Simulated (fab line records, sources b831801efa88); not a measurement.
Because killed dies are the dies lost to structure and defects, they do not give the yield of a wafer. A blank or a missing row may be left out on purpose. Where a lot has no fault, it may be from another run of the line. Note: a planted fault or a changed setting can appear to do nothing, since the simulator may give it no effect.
Matching of chambers | flow sky130 | pecvd-03 running SKY_CONTACT_CVD_00: 3 sister chambers
The step deposits Si3N4, target thk 75 nm. 3 wafers are shown with their chamber, then 12 later ones without.

== WAFERS WITH THEIR CHAMBER ==
wafer  | chamber | heater power w (W)
L083.6 | 0       | 802
L088.1 | 1       | 634
L088.6 | 2       | 1022

== WAFERS WITHOUT THEIR CHAMBER ==
wafer  | heater power w (W)
L092.2 | 609
L092.3 | 849
L092.5 | 844
L095.1 | 977
L095.3 | 730
L095.6 | 999
L097.1 | 953
L097.2 | 817
L097.3 | 560
L097.4 | 975
L097.5 | 547
L097.6 | 832

== WHICH CHAMBER EACH ONE RAN IN ==
wafer  | from the rows above     | in truth
L092.2 | 1                       | 1
L092.3 | 0                       | 0
L092.5 | 0                       | 0
L095.1 | 2                       | 2
L095.3 | can't be placed: 0 or 1 | 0
L095.6 | 2                       | 2
L097.1 | can't be placed: 2 or 0 | 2
L097.2 | 0                       | 0
L097.3 | 1                       | 1
L097.4 | 2                       | 2
L097.5 | 1                       | 1
L097.6 | 0                       | 0
Correctly placed: 10 of 12. Not placeable from these rows: 2 (in 2, the candidates include the true chamber). Placed wrongly: 0.
How it was worked out, from the rows above alone: a wafer's distance from a chamber is the root of the sum, over the readings, of the square of ((its reading less the chamber's mean) divided by the reading's scatter). If the next closest chamber is less than 2 further off than the closest, the wafer can't be placed; otherwise it belongs to the closest. For every chamber, the mean is computed from those of its wafers that are shown. The scatter: root of mean squared gap, hidden wafer to nearest shown wafer, with one shown wafer a chamber.
